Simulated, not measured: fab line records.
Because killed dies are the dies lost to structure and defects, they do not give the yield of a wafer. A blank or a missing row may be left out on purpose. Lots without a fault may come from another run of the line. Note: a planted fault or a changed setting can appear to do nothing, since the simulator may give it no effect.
Which tool is to blame? ; flow sky130 ; 7 lots, 21 wafers sampled, at 2 steps of a route of 708

== WHAT THE GAUGES READ, wafer by wafer ==
SKY_SONOS_ONO_CD_MEAS_13 targets a cd of 410 nm.
lot;measured;on;cd_nm (nm)
L672;day 13 10:24;cd_sem-02;408.0 411.4 410.0
L676;day 14 16:26;cd_sem-02;411.8 412.4 412.5
L681;day 17 00:16;cd_sem-01;409.9 409.3 411.5
L683;day 17 04:30;cd_sem-02;411.5 412.1 409.2
L685;day 17 23:38;cd_sem-01;413.3 412.5 414.2
L691;day 19 23:23;cd_sem-02;411.9 411.3 413.5
L693;day 20 12:35;cd_sem-01;406.2 408.0 409.3

== WHICH TOOL RAN EACH LOT (tool, then ch and the chambers of the sampled wafers, then the start) ==
lot;SKY_VT_ADJUST_HVTP_EXPOSE_04
L672;iline_stepper-02 ch 0, day 6 06:44
L676;iline_stepper-01 ch 0, day 7 06:04
L681;iline_stepper-02 ch 0, day 9 01:35
L683;iline_stepper-02, day 9 04:59
L685;iline_stepper-02 ch 0, day 9 17:32
L691;iline_stepper-01 ch 0, day 11 04:43
L693;iline_stepper-02 ch 0, day 11 15:56
- SKY_VT_ADJUST_HVTP_EXPOSE_04: exposes mask HVTPM, target cd 380 nm.

== THE ANSWER, worked out from the rows above alone ==
Rule: what is usual is taken from the lots themselves. The widest of any qualifying gaps counts: lots, ordered by their means at a reading, are off when they make up no more than a third of the lots, leave a main group of 4 or more, and stand apart from it by 3 or more times the standard deviation of that group's means. A main group whose means are all the same, to the digits that the tables above print for the reading, isn't used. A lot without any number at a reading at which 4 lots or more have one is off too. The other lots that the step has rows for count as sound.
No lot is off at any reading shown: from this, nothing can be told.

== WHAT HAD BEEN PUT IN BY THE SIMULATOR ==
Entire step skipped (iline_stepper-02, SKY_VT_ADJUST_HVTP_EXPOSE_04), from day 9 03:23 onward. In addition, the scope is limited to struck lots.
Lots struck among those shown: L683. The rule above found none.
